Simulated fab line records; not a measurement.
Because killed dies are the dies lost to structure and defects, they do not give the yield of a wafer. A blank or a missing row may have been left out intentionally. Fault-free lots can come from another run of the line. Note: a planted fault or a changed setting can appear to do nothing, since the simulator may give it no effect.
fab line records	flow sky130
record: lots: 6	wafers: 18	lastDay: 51
route steps=708 shown METAL5@667 PASSIVATION@681 PAD_OPEN@694
lots that met no fault: from a run of the same line without faults
startH: start of the lot's first displayed wafer, in hours after the record's first day	waitH: hours elapsed since this lot's preceding step	" unchanged from the row above	L1.1+2: one row covering several wafers at once	- no value, or no start given	* or withheld: withheld	< > ~ a bound
route shown NAME@n: NAME is a module with steps in the file, n the number in the route of the first one	usual: the fault-free wafers' mean and standard deviation	same: alike in all rows	chamber/n: place in a boat	sites: per-site readings	_std_site: standard deviation of those values	_edge_site: outer sites' mean less inner sites'	radiusMm: for every site, how far away it sits from the centre of the wafer	mask NAME#n: copy n	behind: tool/chamber where the wafer was last shaped	hold: cause of the lot's hold/its duration in hours/its outcome	device: names the non-switching transistor (n, p or np)	end of line: the route-end tests of the same wafers	step lacking rows: just its recipe	killed: at the first sort, the dies lost to defects and structure; wafer yield is something else	map: a wafer's dies, x killed, . not, _ none there
set.NAME: the setting that was run; set.NAME@STEP: the one run at that earlier step	model.NAME: the simulator's own value behind a step, which no gauge read
lots at some steps of the route; a table a step, a row a wafer
services: when a tool's chamber went out of use (startH, in hours from the record's first day, below 0 if earlier), for how many hours, and the reason
== steps ==
step: SKY_METAL5_THK_MEAS_06
recipe: thkMeasGauge: xrf	reads: AlCu_of_METAL5_SPUTTER_02
usual: METAL5_ALCU_THK: 1137/14
lot.wafer	tool	chamber	startH	waitH	METAL5_ALCU_THK[nm]
L290.1	filmMetro-01	-	1033.59	0.1	1140
L290.4	"	-	"	"	1143
L290.6	"	-	"	"	1133
L294.3	filmMetro-01	-	1043.59	0.1	1130
L294.5	"	-	"	"	1135
L294.6	"	-	"	"	1133
L301.3	filmMetro-01	-	1092.12	0.1	1157
L301.4	"	-	"	"	1138
L301.6	"	-	"	"	1142
L302.1	filmMetro-01	-	1092.28	0.1	1133
L302.2	"	-	"	"	1140
L302.5	"	-	"	"	1128
L303.1	filmMetro-01	-	1104.38	0.1	1134
L303.4	"	-	"	"	1150
L303.6	"	-	"	"	1128
L310.1	filmMetro-03	-	1168.63	0.1	1141
L310.5	"	-	"	"	1158
L310.6	"	-	"	"	1132
step: SKY_METAL5_DEHYDRATE_07
recipe: tempC: 200	timeS: 60
step: SKY_METAL5_HMDS_08
recipe: primeTimeS: 60	primeTempC: 120
step: SKY_METAL5_COAT_09
recipe: resist: NOVOLAK	spinRpm: 3000	resistThkNm: 1800
step: SKY_METAL5_SOFTBAKE_10
recipe: tempC: 90	timeS: 60	resist: NOVOLAK
step: SKY_METAL5_EXPOSE_11
recipe: maskId: MM5	na: 0.6	sourceShape: conventional	sigmaOuter: 0.6	polarization: unpolarized	targetCdNm: 1600	doseMj: 190
step: SKY_METAL5_PEB_12
recipe: tempC: withheld	timeS: *	resist: NOVOLAK
step: SKY_METAL5_DEVELOP_13
recipe: resist: NOVOLAK	developer: TMAH	developTimeS: 60	devTempC: 23
step: SKY_METAL5_DESCUM_14
recipe: chemistry: O2	sourcePowerW: 150	biasPowerW: 0	pressureMtorr: 10	tempC: 40	timeS: 11
step: SKY_METAL5_METAL_ETCH_15
recipe: targetDepthA: 12600	stopOn: SiO2	overEtchFrac: 0.2	timeS: 252	chemistry: Cl2/BCl3	resistSidewallDeg: 86	pressureMtorr: 10	icpW: 900	biasW: 48.5	Cl2_flow_sccm: 60	bcl3FlowSccm: 30
usual: drypumpMotorCurrentA: 5.7/0.35	oesProductAu: 0.895/0.0055	throttleValvePct: 22.264/0.0093
lot.wafer	tool	chamber	startH	waitH	drypumpMotorCurrentA	oesProductAu	rfHoursCounterH	throttleValvePct
L290.1	rieMetal-03	0	1055.61	0.1	5.5	0.888	4	22.282
L290.4	"	0	"	"	5.5	0.892	-	22.258
L290.6	"	0	"	"	5.5	0.894	-	22.272
L294.3	rieMetal-04	1	1065.15	0.1	5.3	0.897	-	22.252
L294.5	"	1	"	"	5.3	0.894	-	22.262
L294.6	"	0	"	"	6.1	0.901	-	22.262
L301.3	rieMetal-04	0	1112.80	0.1	6.1	0.885	-	22.278
L301.4	"	1	"	"	5.3	0.908	-	22.261
L301.6	"	0	"	"	6.1	0.893	-	22.253
L302.1	rieMetal-03	1	1113.06	0.1	5.9	0.896	21	22.264
L302.2	"	1	"	"	5.9	0.890	-	22.240
L302.5	"	1	"	"	5.9	0.889	-	22.261
L303.1	rieMetal-03	1	1123.30	0.0	5.9	0.893	22	22.266
L303.4	"	0	"	"	5.5	0.897	-	22.280
L303.6	"	0	"	"	5.5	0.895	-	22.272
L310.1	rieMetal-02	1	1183.68	0.0	5.3	0.900	26	22.263
L310.5	"	1	"	"	5.3	0.895	-	22.275
L310.6	"	0	"	"	6.2	0.901	-	22.257
step: SKY_METAL5_STRIP_16
recipe: chemistry: O2/N2	powerW: 1400	pressureMtorr: 1500	platenTempC: withheld	o2FlowSccm: 3000	n2FlowSccm: 300	overashFraction: 0.5
step: SKY_METAL5_STRIP_17
recipe: chemistry: postEtchResidueRemover	timeS: 1200	tempC: 72.5
step: SKY_METAL5_CLEAN_18
recipe: chemistry: IPA	timeS: 180	tempC: 25
lot.wafer	tool	chamber	startH	waitH
L290.1+4+6	wetBench-03	1	1056.55	0.0
L294.3+5+6	wetBench-04	2	1065.75	0.0
L301.3+4+6	wetBench-03	3	1113.43	0.0
L302.1+2+5	wetBench-04	1	1114.00	0.0
L303.1+4+6	wetBench-03	2	1123.98	0.0
L310.1+5+6	wetBench-04	1	1184.35	0.0
step: SKY_METAL5_CLEAN_19
recipe: chemistry: O3/DIW	dry: n2Spin
step: SKY_PASSIVATION_CVD_00
recipe: material: SiO2	targetThkNm: 90	tempC: 400	timeS: withheld	rfW: 600
step: SKY_PASSIVATION_THK_MEAS_01
recipe: reads: SiO2_of_PASSIVATION_CVD_00
usual: PASSIVATION_CVD_00_THK: 89.5/1.3
lot.wafer	tool	chamber	startH	waitH	PASSIVATION_CVD_00_THK[nm]
L290.1	filmMetro-02	-	1056.73	-	88.0
L290.4	"	-	"	"	89.9
L290.6	"	-	"	"	89.4
L294.3	filmMetro-04	-	1065.95	-	89.9
L294.5	"	-	"	"	90.3
L294.6	"	-	"	"	88.9
L301.3	filmMetro-04	-	1113.65	-	88.8
L301.4	"	-	"	"	89.9
L301.6	"	-	"	"	90.2
L302.1	filmMetro-04	-	1114.18	-	88.8
L302.2	"	-	"	"	89.1
L302.5	"	-	"	"	91.2
L303.1	filmMetro-04	-	1124.17	-	89.3
L303.4	"	-	"	"	87.4
L303.6	"	-	"	"	87.8
L310.1	filmMetro-02	-	1184.52	-	90.9
L310.5	"	-	"	"	91.0
L310.6	"	-	"	"	92.1
step: SKY_PASSIVATION_CVD_02
recipe: material: Si3N4	targetThkNm: 540	tempC: 400	timeS: withheld	rfW: 450
usual: heaterPowerOuterW: 439/60	heaterPowerW: 734/98
lot.wafer	tool	chamber	startH	waitH	heaterPowerOuterW	heaterPowerW
L290.1	pecvd-04	2	1056.79	0.1	417	665
L290.4	"	0	"	"	478	815
L290.6	"	1	"	"	464	757
L294.3	pecvd-04	1	1065.99	0.0	475	773
L294.5	"	1	"	"	352	634
L294.6	"	0	"	"	491	849
L301.3	pecvd-04	2	1113.69	0.0	391	628
L301.4	"	1	"	"	421	715
L301.6	"	2	"	"	434	686
L302.1	pecvd-03	2	1114.24	0.1	317	529
L302.2	"	0	"	"	421	665
L302.5	"	2	"	"	337	561
L303.1	pecvd-01	1	1124.23	0.1	427	720
L303.4	"	0	"	"	557	965
L303.6	"	1	"	"	434	776
L310.1	pecvd-04	2	1184.58	0.1	390	607
L310.5	"	2	"	"	444	691
L310.6	"	0	"	"	520	870
step: SKY_PASSIVATION_THK_MEAS_03
recipe: reads: Si3N4_of_PASSIVATION_CVD_02
usual: PASSIVATION_CVD_02_THK: 540/6.4
lot.wafer	tool	chamber	startH	waitH	PASSIVATION_CVD_02_THK[nm]
L290.1	filmMetro-04	-	1057.02	-	527
L290.4	"	-	"	"	535
L290.6	"	-	"	"	543
L294.3	filmMetro-04	-	1066.24	-	541
L294.5	"	-	"	"	539
L294.6	"	-	"	"	538
L301.3	filmMetro-02	-	1113.94	-	533
L301.4	"	-	"	"	544
L301.6	"	-	"	"	545
L302.1	filmMetro-03	-	1114.59	-	530
L302.2	"	-	"	"	529
L302.5	"	-	"	"	541
L303.1	filmMetro-03	-	1124.46	-	534
L303.4	"	-	"	"	543
L303.6	"	-	"	"	538
L310.1	filmMetro-04	-	1184.92	-	527
L310.5	"	-	"	"	540
L310.6	"	-	"	"	547
step: SKY_PASSIVATION_DEHYDRATE_04
recipe: tempC: 200	timeS: 60
step: SKY_PASSIVATION_HMDS_05
recipe: primeTimeS: 60	primeTempC: 120
step: SKY_PASSIVATION_COAT_06
recipe: spinRpm: 2000	resistThkNm: 3000
step: SKY_PASSIVATION_SOFTBAKE_07
recipe: tempC: 110.9	timeS: withheld
step: SKY_PASSIVATION_EXPOSE_08
recipe: maskId: NSM	targetCdNm: 3000	na: 0.57	doseMj: 260
step: SKY_PASSIVATION_PEB_09
recipe: tempC: 115	timeS: withheld
step: SKY_PASSIVATION_DEVELOP_10
recipe: developTimeS: 60	devTempC: 23
step: SKY_PASSIVATION_ETCH_11
recipe: chemistry: CF4/O2	targetDepthNm: 725	stopOn: AlCu	sourceW: 800	biasW: 150	pressureMtorr: 150	cf4FlowSccm: 80	O2_flow_sccm: 10	timeS: 161.1
usual: drypumpMotorCurrentA: 5.8/0.39	oesProductAu: 0.977/0.0072	throttleValvePct: 5.964/0.0084
lot.wafer	tool	chamber	startH	waitH	drypumpMotorCurrentA	oesProductAu	rfHoursCounterH	throttleValvePct
L290.1	rieDiel-01	0	1078.02	-	5.8	0.961	11	5.966
L290.4	"	1	"	"	6.1	0.975	19	5.951
L290.6	"	2	"	"	5.4	0.973	-	5.954
L294.3	rieDiel-01	2	1086.79	-	5.4	0.979	24	5.969
L294.5	"	2	"	"	5.4	0.972	-	5.966
L294.6	"	3	"	"	4.9	0.976	-	5.966
L301.3	rieDiel-04	2	1133.19	-	6.4	0.969	16	5.966
L301.4	"	1	"	"	5.8	0.980	14	5.964
L301.6	"	0	"	"	5.6	0.980	-	5.963
L302.1	rieDiel-02	1	1133.82	-	5.7	0.973	8	5.972
L302.2	"	2	"	"	5.8	0.970	15	5.965
L302.5	"	0	"	"	6.0	0.982	-	5.944
L303.1	rieDiel-01	3	1143.62	-	4.9	0.979	16	5.958
L303.4	"	2	"	"	5.4	0.979	1	5.969
L303.6	"	0	"	"	5.8	0.981	-	5.958
L310.1	rieDiel-04	3	1199.64	-	5.9	0.968	19	5.964
L310.5	"	0	"	"	5.7	0.970	-	5.949
L310.6	"	1	"	"	5.8	0.987	-	5.972
step: SKY_PASSIVATION_STRIP_12
recipe: chemistry: O2/N2	powerW: 1400	pressureMtorr: 1500	platenTempC: withheld	overashFraction: 0.7	o2FlowSccm: 3000	n2FlowSccm: 300
usual: drypumpMotorCurrentA: 6.0/0.44	oesProductAu: 0.661/0.0046	stripTimeToEndpointS: 31.42/0.14
lot.wafer	tool	chamber	startH	waitH	drypumpMotorCurrentA	oesProductAu	rfHoursCounterH	stripTimeToEndpointS
L290.1	plasmaAsher-02	1	1078.12	0.1	5.8	0.655	97	31.39
L290.4	"	0	"	"	6.3	0.652	-	31.45
L290.6	"	0	"	"	6.3	0.663	-	31.47
L294.3	plasmaAsher-02	0	1086.93	0.1	6.3	0.660	-	31.46
L294.5	"	0	"	"	6.3	0.660	-	31.39
L294.6	"	1	"	"	5.8	0.658	-	31.44
L301.3	plasmaAsher-03	0	1133.33	0.1	6.5	0.664	-	31.08
L301.4	"	1	"	"	5.4	0.661	-	31.23
L301.6	"	0	"	"	6.6	0.658	-	31.40
L302.1	plasmaAsher-02	1	1133.92	0.1	5.8	0.661	103	31.24
L302.2	"	0	"	"	6.3	0.663	103	31.27
L302.5	"	0	"	"	6.3	0.650	-	31.44
L303.1	plasmaAsher-01	1	1143.72	0.1	6.0	0.661	68	31.39
L303.4	"	1	"	"	6.0	0.662	-	31.54
L303.6	"	1	"	"	6.0	0.647	-	31.56
L310.1	plasmaAsher-03	0	1199.74	0.1	6.6	0.667	44	31.53
L310.5	"	1	"	"	5.4	0.663	-	31.74
L310.6	"	0	"	"	6.6	0.665	-	31.61
step: SKY_PAD_OPEN_DEHYDRATE_00
recipe: tempC: 200	timeS: 60
step: SKY_PAD_OPEN_HMDS_01
recipe: primeTimeS: 60	primeTempC: 120
step: SKY_PAD_OPEN_COAT_02
recipe: spinRpm: 2000	resistThkNm: 3000
step: SKY_PAD_OPEN_SOFTBAKE_03
recipe: tempC: 110	timeS: withheld
step: SKY_PAD_OPEN_EXPOSE_04
recipe: maskId: PDM	targetCdNm: 60000	na: 0.57	doseMj: 260
step: SKY_PAD_OPEN_PEB_05
recipe: tempC: 115	timeS: withheld
step: SKY_PAD_OPEN_DEVELOP_06
recipe: developTimeS: 60	devTempC: 23
step: SKY_PAD_OPEN_ETCH_07
recipe: chemistry: CF4/O2	targetDepthNm: 725	stopOn: AlCu	sourceW: 800	biasW: 150	pressureMtorr: 150	cf4FlowSccm: 80	O2_flow_sccm: 10	timeS: 161.1
usual: drypumpMotorCurrentA: 5.9/0.33	oesProductAu: 0.978/0.007	throttleValvePct: 5.965/0.0097
lot.wafer	tool	chamber	startH	waitH	drypumpMotorCurrentA	oesProductAu	rfHoursCounterH	throttleValvePct
L290.1	rieDiel-03	0	1098.69	-	5.5	0.967	22	5.954
L290.4	"	3	"	"	6.4	0.969	10	5.967
L290.6	"	3	"	"	6.4	0.973	-	5.949
L294.3	rieDiel-04	1	1107.82	-	5.8	0.978	13	5.963
L294.5	"	3	"	"	5.9	0.985	-	5.974
L294.6	"	2	"	"	6.4	0.978	-	5.960
L301.3	rieDiel-02	0	1152.32	-	5.9	0.971	10	5.964
L301.4	"	1	"	"	5.7	0.980	9	5.968
L301.6	"	0	"	"	5.9	0.986	-	5.954
L302.1	rieDiel-04	0	1152.89	-	5.7	0.968	26	5.964
L302.2	"	2	"	"	6.4	0.970	17	5.959
L302.5	"	1	"	"	5.9	0.980	-	5.965
L303.1	rieDiel-04	2	1161.19	-	6.4	0.975	17	5.955
L303.4	"	1	"	"	5.8	0.975	15	5.970
L303.6	"	2	"	"	6.4	0.972	-	5.974
L310.1	rieDiel-04	2	1214.59	-	6.4	0.962	19	5.975
L310.5	"	0	"	"	5.7	0.982	-	5.954
L310.6	"	1	"	"	5.8	0.974	-	5.969
step: SKY_PAD_OPEN_STRIP_08
recipe: chemistry: O2/N2	powerW: 1400	pressureMtorr: 1500	platenTempC: withheld	overashFraction: 0.7	o2FlowSccm: 3000	n2FlowSccm: 300
step: SKY_PAD_OPEN_STRIP_09
recipe: chemistry: postEtchResidueRemover	timeS: 1200	tempC: 72.5
step: SKY_PAD_OPEN_CLEAN_10
recipe: chemistry: IPA	timeS: 180	tempC: 25
step: SKY_PAD_OPEN_CLEAN_11
recipe: chemistry: O3/DIW	dry: n2Spin
step: SKY_PAD_OPEN_ANNEAL_12
recipe: tempC: 402.9	timeS: withheld	ambient: N2/H2	idleTempC: 300	rampUpCPerMin: 8	rampDownCPerMin: 4
step: SKY_PAD_OPEN_BOW_MEAS_13
recipe: mode: bow
usual: PAD_OPEN_BOW: 50/9
lot.wafer	tool	chamber	startH	waitH	PAD_OPEN_BOW[um]
L290.1	filmMetro-02	-	1100.93	-	54
L290.4	"	-	"	"	46
L290.6	"	-	"	"	48
L294.3	filmMetro-02	-	1110.06	-	49
L294.5	"	-	"	"	46
L294.6	"	-	"	"	51
L301.3	filmMetro-04	-	1155.48	-	50
L301.4	"	-	"	"	55
L301.6	"	-	"	"	42
L302.1	filmMetro-04	-	1155.56	-	34
L302.2	"	-	"	"	28
L302.5	"	-	"	"	42
L303.1	filmMetro-04	-	1163.43	-	43
L303.4	"	-	"	"	46
L303.6	"	-	"	"	69
L310.1	filmMetro-01	-	1216.79	-	44
L310.5	"	-	"	"	49
L310.6	"	-	"	"	53
step: SKY_PAD_OPEN_PROBE_99
usual: defectLimitedYield: 82.4/2	killed_at_M0_to_M3: 43/6.8	killed_at_M4_up: 3.1/1.8	killedAtContacts: 25/5.8	killedAtFrontEnd: 15/4.2	killedAtOther: 0.3/0.5	killedDies: 87/9.7	killedOnRim: 17/4.1	killedOpen: 47/7.3	killedShort: 39/6.6	sort_bin_3_pad_short: 0.9/0.37	sort_bin_5_function: 10.4/1.4	sort_bin_6_memory: 6.3/1.1	sortNPass: 405/9.7	sortYieldPct: 82.4/2
same: grossDies: 492	killedAtBackSide: 0	sort_bin_4_leakage[%]: 0	sort_bin_8_speed[%]: 0
lot.wafer	tool	chamber	startH	waitH	defectLimitedYield[%]	killed_at_M0_to_M3	killed_at_M4_up	killedAtContacts	killedAtFrontEnd	killedAtOther	killedDies	killedOnRim	killedOpen	killedShort	sort_bin_3_pad_short[%]	sort_bin_5_function[%]	sort_bin_6_memory[%]	sortNPass	sortYieldPct[%]	model.etest.tester.sortNPass	model.etest.tester.sortYieldPct	model.etest.tester.sort_bin_5_pct	model.etest.tester.sort_bin_3_pct
L290.1	prober-02	-	1101.05	0.1	78.7	37	1	39	28	0	105	13	52	53	1.2	12.6	7.5	387	78.7	387	78.66	12.6	1.22
L290.4	prober-02	-	1101.20	0.2	84.6	40	5	18	12	1	76	15	37	39	1.4	9.8	4.3	416	84.6	416	84.55	9.756	1.423
L290.6	prober-02	-	1101.30	0.2	81.5	44	1	25	21	0	91	13	51	40	0.8	9.6	8.1	401	81.5	401	81.5	9.553	0.813
L294.3	prober-01	-	1110.24	0.2	81.5	36	6	34	15	0	91	19	49	42	0.6	11.0	6.9	401	81.5	401	81.5	10.98	0.6098
L294.5	prober-01	-	1110.34	0.2	83.1	30	2	36	14	1	83	18	52	31	1.0	9.1	6.7	409	83.1	409	83.13	9.146	1.016
L294.6	prober-01	-	1110.39	0.2	84.1	44	4	15	15	0	78	25	44	34	0.6	11.2	4.1	414	84.1	414	84.15	11.18	0.6098
L301.3	prober-02	-	1155.66	0.2	73.0	38	54	31	10	0	133	18	43	41	3.9	16.7	6.5	359	73.0	359	72.97	16.67	3.862
L301.4	prober-02	-	1155.71	0.2	72.4	42	53	29	12	0	136	22	42	44	3.5	16.1	8.1	356	72.4	356	72.36	16.06	3.455
L301.6	prober-02	-	1155.81	0.2	70.7	52	51	27	14	0	144	20	47	49	3.9	18.3	7.1	348	70.7	348	70.73	18.29	3.862
L302.1	prober-01	-	1155.68	0.1	79.9	52	0	27	20	0	99	15	49	50	1.0	10.4	8.7	393	79.9	393	79.88	10.37	1.016
L302.2	prober-01	-	1155.73	0.1	81.3	51	1	21	18	1	92	21	51	41	0.8	11.6	6.3	400	81.3	400	81.3	11.59	0.813
L302.5	prober-01	-	1155.88	0.2	79.7	59	4	21	16	0	100	28	48	52	1.6	11.0	7.7	392	79.7	392	79.67	10.98	1.626
L303.1	prober-02	-	1163.55	0.1	71.3	42	57	23	19	0	141	15	53	33	3.5	16.3	8.9	351	71.3	351	71.34	16.26	3.455
L303.4	prober-02	-	1163.70	0.2	72.6	45	57	21	12	0	135	19	40	41	2.6	17.1	7.7	357	72.6	357	72.56	17.07	2.642
L303.6	prober-02	-	1163.80	0.2	72.0	42	56	12	28	0	138	18	49	34	3.3	17.7	7.1	354	72.0	354	71.95	17.68	3.252
L310.1	prober-02	-	1216.91	0.1	80.5	63	5	15	13	0	96	15	55	40	1.0	12.0	6.5	396	80.5	396	80.49	11.99	1.016
L310.5	prober-02	-	1217.11	0.2	81.7	52	4	21	12	1	90	23	36	51	0.8	10.4	7.1	402	81.7	402	81.71	10.37	0.813
L310.6	prober-02	-	1217.16	0.2	78.3	49	6	35	17	0	107	27	48	59	1.2	13.0	7.5	385	78.3	385	78.25	13.01	1.22
killed by level:class
L290.1 CONTACT:geometricParticle:open=13 LOCAL_INTERCONNECT:geometricParticle:short=8 CONTACT:geometricParticle:short=8 LI_CONTACT:geometricParticle:open=7 FIELD_ISO:geometricParticle:short=6 POLY_GATE:geometricParticle:open=6 METAL1:geometricParticle:short=6 METAL2:geometricParticle:short=5
L290.4 VIA3:geometricParticle:open=12 LI_CONTACT:geometricParticle:open=5 LOCAL_INTERCONNECT:geometricParticle:short=5 VIA3:geometricParticle:short=5 VIA2:geometricParticle:open=5 METAL4:geometricParticle:short=5 POLY_GATE:geometricParticle:open=4 METAL3:geometricParticle:short=4
L290.6 CONTACT:geometricParticle:open=14 VIA1:geometricParticle:open=8 VIA3:geometricParticle:open=8 FIELD_ISO:geometricParticle:open=7 METAL2:geometricParticle:short=6 POLY_GATE:geometricParticle:short=4 METAL1:geometricParticle:short=4 CONTACT:geometricParticle:short=4
L294.3 CONTACT:geometricParticle:open=13 LI_CONTACT:geometricParticle:open=9 VIA1:geometricParticle:open=7 VIA1:geometricParticle:short=6 CONTACT:geometricParticle:short=6 VIA2:geometricParticle:open=6 METAL2:geometricParticle:short=5 LI_CONTACT:geometricParticle:short=5
L294.5 CONTACT:geometricParticle:open=18 LI_CONTACT:geometricParticle:open=7 POLY_GATE:geometricParticle:open=6 CONTACT:geometricParticle:short=6 VIA2:geometricParticle:open=6 METAL3:geometricParticle:short=5 VIA1:geometricParticle:short=5 VIA3:geometricParticle:open=4
L294.6 VIA1:geometricParticle:open=14 VIA1:geometricParticle:short=7 CONTACT:geometricParticle:open=6 POLY_GATE:geometricParticle:short=5 METAL2:geometricParticle:short=5 VIA2:geometricParticle:open=5 VIA3:geometricParticle:open=5 FIELD_ISO:geometricParticle:open=4
L301.3 METAL5:unspecified=49 CONTACT:geometricParticle:open=9 METAL2:geometricParticle:short=8 LI_CONTACT:geometricParticle:open=8 VIA1:geometricParticle:open=7 LI_CONTACT:geometricParticle:short=5 CONTACT:geometricParticle:short=5 POLY_GATE:geometricParticle:open=4
L302.1 VIA1:geometricParticle:open=21 CONTACT:geometricParticle:open=7 FIELD_ISO:geometricParticle:short=6 LI_CONTACT:geometricParticle:open=6 LOCAL_INTERCONNECT:geometricParticle:short=6 CONTACT:geometricParticle:short=6 METAL1:geometricParticle:short=6 METAL2:geometricParticle:short=6
L301.4 METAL5:unspecified=50 VIA1:geometricParticle:open=11 CONTACT:geometricParticle:short=9 LI_CONTACT:geometricParticle:open=6 VIA2:geometricParticle:open=6 METAL1:geometricParticle:short=6 METAL2:geometricParticle:short=5 LI_CONTACT:geometricParticle:short=5
L302.2 VIA1:geometricParticle:open=16 CONTACT:geometricParticle:open=8 VIA3:geometricParticle:open=7 POLY_GATE:geometricParticle:short=6 METAL1:geometricParticle:short=5 METAL2:geometricParticle:short=5 FIELD_ISO:geometricParticle:open=4 LOCAL_INTERCONNECT:geometricParticle:short=4
L301.6 METAL5:unspecified=48 VIA1:geometricParticle:open=13 VIA3:geometricParticle:open=10 METAL2:geometricParticle:short=9 CONTACT:geometricParticle:open=7 LI_CONTACT:geometricParticle:open=6 VIA1:geometricParticle:short=6 VIA2:geometricParticle:open=6
L302.5 METAL2:geometricParticle:short=11 VIA1:geometricParticle:open=9 CONTACT:geometricParticle:open=9 FIELD_ISO:geometricParticle:short=8 VIA2:geometricParticle:open=8 METAL1:geometricParticle:short=7 METAL3:geometricParticle:short=5 VIA1:geometricParticle:short=5
L303.1 METAL5:unspecified=55 VIA1:geometricParticle:open=10 VIA3:geometricParticle:open=9 VIA2:geometricParticle:open=9 LI_CONTACT:geometricParticle:open=8 CONTACT:geometricParticle:open=7 LOCAL_INTERCONNECT:geometricParticle:short=7 FIELD_ISO:geometricParticle:short=6
L303.4 METAL5:unspecified=54 VIA1:geometricParticle:short=8 VIA1:geometricParticle:open=7 VIA3:geometricParticle:open=7 LI_CONTACT:geometricParticle:open=6 POLY_GATE:geometricParticle:short=5 LOCAL_INTERCONNECT:geometricParticle:short=5 METAL1:geometricParticle:short=5
L303.6 METAL5:unspecified=55 FIELD_ISO:geometricParticle:short=8 VIA1:geometricParticle:open=8 VIA2:geometricParticle:open=8 FIELD_ISO:geometricParticle:open=7 VIA3:geometricParticle:open=7 POLY_GATE:geometricParticle:short=6 POLY_GATE:geometricParticle:open=5
L310.1 VIA3:geometricParticle:open=16 VIA1:geometricParticle:open=11 METAL1:geometricParticle:short=10 VIA2:geometricParticle:open=8 METAL2:geometricParticle:short=7 CONTACT:geometricParticle:open=6 POLY_GATE:geometricParticle:short=4 LI_CONTACT:geometricParticle:open=4
L310.5 VIA1:geometricParticle:open=10 METAL1:geometricParticle:short=9 LI_CONTACT:geometricParticle:open=7 VIA1:geometricParticle:short=6 VIA3:geometricParticle:short=6 CONTACT:geometricParticle:open=5 METAL2:geometricParticle:short=5 VIA2:geometricParticle:short=4
L310.6 LI_CONTACT:geometricParticle:open=12 VIA1:geometricParticle:open=11 METAL1:geometricParticle:short=10 LOCAL_INTERCONNECT:geometricParticle:short=8 CONTACT:geometricParticle:short=7 CONTACT:geometricParticle:open=6 VIA2:geometricParticle:open=6 FIELD_ISO:geometricParticle:short=5
map L301.6 (x killed, . not)
__________...x......_________
________.............._______
______........x.....x..._____
_____x..x......xx...xx...____
____...x......xx..x..xx...___
___......xx...x........x...__
__..x.xxx...x...........x..._
_.xxxxx.............xxx..xxx.
_xxxxxxx.x.xxxx...........xx.
_xxxxxxxx.x..xx.xx..x....x...
_xxxxxxxx.x................x.
_xxxxxxxx.x..x.........x.....
_xxxxx.x.........x.....xx.x.x
_xxxxxxx..xxx.......x........
_...x..x.x....x......xx......
__..xxx.................x..._
___....x....x.x.x.x........__
____.x.x....x...x.x...x..x___
_____x.....x...x.x....x..____
______.x........x.xx.xx._____
________x............._______
__________.....x.x.._________
map L303.1 (x killed, . not)
__________.........._________
________....x......x.._______
______........xx.....x.._____
_____.........x......x.x.____
____.....x...x.x..........___
___x...x...x............x..__
__..x.x....x...........x...._
_x.xx..........x....x.x..x.x.
_.......x..x.................
_.xxxx....x.x..x.....x.......
_..x...x.....x......x........
_.x...x.xx.xxx..x......x.x...
_...x..x.xxx..x......x......x
_....x..xxxxxxxx..x.x.......x
_..x..x.xxxxxxxxxxxx...x..x..
__...x..xxxxxxxx.x.......xxx_
___xx..xxxxxxxxxx.x.....x..__
____.x...xxxxxxxx....x....___
_____...x.xxxxxx.........____
______...x.x..xx....x..._____
________x...x..x.x...._______
__________........x._________
== services ==
tool	chamber	startH	hours	kind
rieDiel-01	-	1038.13	4.0	repair
plasmaAsher-03	-	1043.18	2.8	pm
rieMetal-03	1	1054.32	15.0	repair
rieDiel-02	0	1066.52	8.8	repair
rieDiel-01	-	1071.94	2.4	repair
rieMetal-03	-	1077.97	2.8	pm
rieDiel-02	2	1078.22	12.5	repair
rieDiel-04	2	1078.45	2.7	repair
rieMetal-03	1	1082.58	10.0	repair
rieDiel-04	3	1091.45	2.8	repair
rieDiel-04	-	1092.13	2.7	repair
pecvd-04	-	1092.91	0.3	repair
rieDiel-04	-	1100.01	0.3	repair
rieMetal-03	0	1107.94	5.5	repair
rieDiel-01	3	1115.27	3.4	repair
pecvd-04	1	1122.21	12.9	repair
rieDiel-01	-	1122.86	0.6	repair
rieMetal-04	0	1128.54	18.1	repair
rieDiel-01	2	1134.93	6.7	repair
wetBench-03	-	1149.32	59.7	pm
rieDiel-01	0	1149.62	4.6	repair
pecvd-04	1	1169.14	15.8	repair
pecvd-04	0	1195.40	10.1	repair
rieDiel-01	2	1205.08	11.5	repair
== key ==
firstSign: step: SKY_PAD_OPEN_PROBE_99	reading: killed_at_M4_up	direction: up	sigmas: 28	usual: 3.1	struck: 54.7
effect: step: SKY_PAD_OPEN_PROBE_99	reading: sort_bin_3_pad_short	direction: up	sigmas: 6.9	usual: 0.9	struck: 3.4
modelEffect: step: SKY_PAD_OPEN_PROBE_99	value: etest.tester.sortNPass	without: 400	struck: 354.2
metAt SKY_METAL5_CLEAN_18
struckWafers L301.3,L301.4,L301.6,L303.1,L303.4,L303.6
onsetBetween 1056.55 1113.43
fault: kind: chamberParticleSource	tool: wetBench-03	chamber: -	onsetH: 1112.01	steps: SKY_METAL5_CLEAN_18	ratePerVisitCm2: 0.98539	endH: 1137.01
